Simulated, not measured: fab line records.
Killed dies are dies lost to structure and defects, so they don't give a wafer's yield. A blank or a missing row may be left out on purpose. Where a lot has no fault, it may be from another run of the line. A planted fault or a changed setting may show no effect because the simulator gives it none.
Check for tools in common ; flow sky130 ; 42 wafers sampled across 14 lots

## WHY THIS WAS OPENED
Flagged at SKY_SONOS_TUNNEL_CD_MEAS_07: reading cd nm, on 2 of 14 lots. Fault-free wafers read 410.1 nm, with a standard deviation of 2.4.
Rule: a lot gets a flag if all its wafers with a number sit over 4 standard deviations from that mean, or if no wafer of it has a number. As for the other lots, they are considered sound.

lot;measured;on;cd nm (nm), wafer by wafer;flag
L165;day 11 05:29;cd sem-02;410.4 412.4 411.7;
L166;day 11 16:17;cd sem-01;411.2 411.3 412.3;
L167;day 12 03:00;cd sem-01;409.7 410.0 409.8;
L168;day 12 09:42;cd sem-01;413.5 411.9 411.2;
L169;day 12 16:28;cd sem-02;408.4 409.5 411.1;
L170;day 13 05:28;cd sem-01;409.6 408.7 407.4;
L171;day 13 12:08;cd sem-02;409.5 410.3 413.1;
L172;day 13 19:49;cd sem-01;409.7 408.6 409.7;
L173;day 14 04:14;cd sem-02;410.7 410.6 408.2;
L174;day 14 08:58;cd sem-02;409.7 409.7 409.8;
L178;day 15 23:13;cd sem-02;363.4 365.0 363.8;FLAGGED
L180;day 16 07:16;cd sem-01;369.1 369.3 369.6;FLAGGED
L181;day 16 15:58;cd sem-01;404.1 406.7 403.6;
L188;day 19 04:53;cd sem-01;410.3 408.1 409.4;
On average the flagged lots' numbers are 366.7 nm, which is -43.4 nm against the usual, or -18 standard deviations.

## LOT BY LOT: THE TOOL USED
The record keeps 1 process step preceding the reading, out of 708 steps on the route. Every cell lists first the tool, next ch and the chambers used by the sampled wafers, and last the start.
lot;flag;SKY_SONOS_TUNNEL_DEVELOP_06
L165;;litho track-03 ch 0, day 11 05:21
L166;;litho track-01 ch 0, day 11 16:08
L167;;litho track-03 ch 0, day 12 02:51
L168;;litho track-03 ch 0, day 12 09:33
L169;;litho track-01 ch 0, day 12 16:20
L170;;litho track-03 ch 0, day 13 05:19
L171;;litho track-02 ch 0, day 13 12:00
L172;;litho track-02 ch 0, day 13 19:40
L173;;litho track-02 ch 0, day 14 04:06
L174;;litho track-03 ch 0, day 14 08:42
L178;FLAGGED;litho track-03 ch 0, day 15 23:04
L180;FLAGGED;litho track-03 ch 0, day 16 07:07
L181;;litho track-01 ch 0, day 16 15:50
L188;;litho track-01 ch 0, day 19 04:44
These steps, and what they do:
- SKY_SONOS_TUNNEL_DEVELOP_06: develop time 60 s.
- SKY_SONOS_TUNNEL_CD_MEAS_07: target cd 410 nm.

## FLAGGED OVER TOTAL, TOOL BY TOOL (the gauges that took the reading come last)
step;tool;lots run;flagged;share of the flagged lots;sound lots run after its first flagged lot
SKY_SONOS_TUNNEL_DEVELOP_06;litho track-01;4;0;none;-
SKY_SONOS_TUNNEL_DEVELOP_06;litho track-02;3;0;none;-
SKY_SONOS_TUNNEL_DEVELOP_06;litho track-03;7;2;all;0
SKY_SONOS_TUNNEL_CD_MEAS_07;cd sem-01;8;1;some;2 (L181,L188)
SKY_SONOS_TUNNEL_CD_MEAS_07;cd sem-02;6;1;some;0

## WHAT THE TABLE ALLOWS
Rows of the table that ran each flagged lot: 1, that is litho track-03 at SKY_SONOS_TUNNEL_DEVELOP_06.
- litho track-03 at SKY_SONOS_TUNNEL_DEVELOP_06 ran 7 lots, 2 of them flagged. A fault beginning between L174 (day 14 08:42), its last sound lot, and L178 (day 15 23:04), its first flagged one, fits the data.
Just one tool remains: litho track-03 at SKY_SONOS_TUNNEL_DEVELOP_06.

## WHAT WAS PUT IN BY THE SIMULATOR
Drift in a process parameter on litho track-03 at SKY_SONOS_TUNNEL_DEVELOP_06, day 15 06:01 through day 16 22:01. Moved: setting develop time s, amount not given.
Shown lots that were struck: L178, L180. The rule above found the same.
